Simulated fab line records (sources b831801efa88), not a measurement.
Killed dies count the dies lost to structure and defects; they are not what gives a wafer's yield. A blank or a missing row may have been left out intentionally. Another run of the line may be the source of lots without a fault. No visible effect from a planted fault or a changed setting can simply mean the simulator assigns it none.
Which tool was responsible? | flow gf180mcu | at 1 step of a route of 602, 12 lots with 36 wafers sampled

== WHAT THE GAUGES READ, wafer by wafer ==
GF_STI_BOW_MEAS_00.
lot  | measured    | on            | INCOMING_BOW (um)
L541 | day 1 10:00 | film metro-04 | -5 -7 3
L542 | day 1 15:01 | film metro-04 | -3 4 -11
L544 | day 2 01:00 | film metro-04 | -5 4 4
L547 | day 2 16:00 | film metro-02 | 6 -5 -1
L548 | day 2 21:02 | film metro-03 | 1 6 -1
L550 | day 3 07:00 | film metro-04 | 13 -3 -4
L551 | day 3 12:02 | film metro-02 | -10 -1 -5
L552 | day 3 17:00 | film metro-04 | -5 -3 8
L558 | day 4 23:00 | film metro-04 | 1 4 -8
L559 | day 5 04:04 | film metro-02 | 10 3 -7
L563 | day 6 00:01 | film metro-03 | -14 6 -1
L564 | day 6 05:00 | film metro-02 | 6 6 -2

== TOOL THAT RAN EACH LOT (tool first, then ch and the chambers of the sampled wafers, then the start) ==
The record holds no process step before these readings.

== WHAT THE TOOLS THEMSELVES READ (means of the sampled wafers that have a number; where no wafer has one, the mark that the record gives instead) ==
The record holds no such reading with a usual standard deviation.

== THE ANSWER, worked out from the rows above alone ==
Rule: the lots themselves supply what counts as usual. The widest of any qualifying gaps counts: lots, ordered by their means at a reading, are off when they make up no more than a third of the lots, leave a main group of 4 or more, and stand apart from it by 3 or more times the standard deviation of that group's means. Not used: any main group whose means are identical at the precision the tables above print for the reading. A lot without any number at a reading at which 4 lots or more have one is off too. The other lots that the step has rows for count as sound. After the gauges, taken in route order, come the tools' own readings; for these a lot's mean is taken, as printed above. At the first step where some lot is off, the reading lying furthest off is the one used; lots without a number count as furthest.
Across all readings shown, no lot is off: no conclusion can be drawn from this.

== WHAT WAS PUT IN BY THE SIMULATOR ==
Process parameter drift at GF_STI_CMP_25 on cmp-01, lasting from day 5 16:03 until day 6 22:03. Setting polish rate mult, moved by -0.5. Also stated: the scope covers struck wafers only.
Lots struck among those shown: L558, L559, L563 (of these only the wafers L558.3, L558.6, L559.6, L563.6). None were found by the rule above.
